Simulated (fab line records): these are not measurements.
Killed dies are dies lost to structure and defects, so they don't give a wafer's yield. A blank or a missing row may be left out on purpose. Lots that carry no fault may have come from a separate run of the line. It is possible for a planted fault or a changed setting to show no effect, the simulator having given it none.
Code-filled problem report in 8D (eight disciplines) form / flow sky130 / the parts of the form that need people (team, actions taken, sign-off) are left out

## 1. THE PROBLEM
At SKY_METAL4_ETCH_16, run_length_s averages 111.9 s over 3 wafers from 3 lots, while fault-free wafers read 116.3 s, standard deviation 0.36. Measured from the usual mean, that is -12 standard deviations.
The step: etches BARC in N2/H2, stops on SiO2, time 88.2 s, target depth 60 nm.
First seen on wafer L210.3, day 43 06:08, on rie_metal-01. Wafers with a number at this step in the record: 36, from 13 lots. The rule behind "out" and "out of limits": a value lying over 4 standard deviations away from the usual mean. All remaining wafers that have a number are taken as sound.

## 2. WHAT THIS IS AND IS NOT
question=which readings at this step | is=run_length_s | is not=drypump_motor_current_A, throttle_valve_pct
question=which lots | is=L210, L212, L213 | is not=L206, L207, L208, L222, L223, L224, L225, L226, L227, L229
question=which wafers of those lots | is=L210.3, L212.4, L213.4 | is not=L210.5, L212.5, L213.5
question=read on which tools | is=rie_metal-01 | is not=rie_metal-03, rie_metal-04
question=when | is=from day 43 06:08 | is not=up to then (10 sound wafers); but 23 sound wafers of L212, L213, L222, L223, L224, L225, L226, L227, L229 came after

## 3. SUSPECTS, AND WHAT RULES EACH OUT
Counting: if a tool at a process step up to the reading ran every lot that is out, it stays a suspect. Sound lots after the first of them don't rule it out here, since some wafers of a struck lot are sound.
- rie_metal-01 at SKY_METAL4_ETCH_16 (etches BARC in N2/H2, stops on SiO2, time 88.2 s, target depth 60 nm): kept. It processed each lot that is out (first: L210, day 43 06:08); up to then, its last sound lot is L208 (day 42 17:51). Its own readings are out on those wafers: run_length_s.
Remaining after the count: rie_metal-01 at SKY_METAL4_ETCH_16.

## 4. THE CAUSE (what the simulator had put in)
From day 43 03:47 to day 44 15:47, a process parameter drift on rie_metal-01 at SKY_METAL4_ETCH_16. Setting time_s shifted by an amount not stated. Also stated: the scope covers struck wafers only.
After counting, this tool was the only one left.

## 5. SEQUENCE OF EFFECTS, ordered by route
Rows list readings where the struck wafers' mean (over those with a number) sits beyond 3 standard deviations from the usual. Scope: only readings with a usual standard deviation given in the record; hours: median across lots of the time from each lot's start at the first step in this table that gives one to its start at this step; sigmas: change in usual standard deviations.
hours=0; step=SKY_METAL4_ETCH_16; reading=oes_product_au; usual=0.625 a.u.; on struck wafers=0.643; change=+0.018; sigmas=+3.9
hours=0; step=SKY_METAL4_ETCH_16; reading=run_length_s; usual=116.3 s; on struck wafers=111.9; change=-4.4; sigmas=-12
Process steps it contains:
- SKY_METAL4_ETCH_16: etches BARC in N2/H2, stops on SiO2, time 88.2 s, target depth 60 nm.

## 6. WHAT WOULD HAVE CAUGHT IT SOONER
2 hours passed between the start of the fault at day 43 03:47 and the first reading out of limits in this record, taken at day 43 06:08.
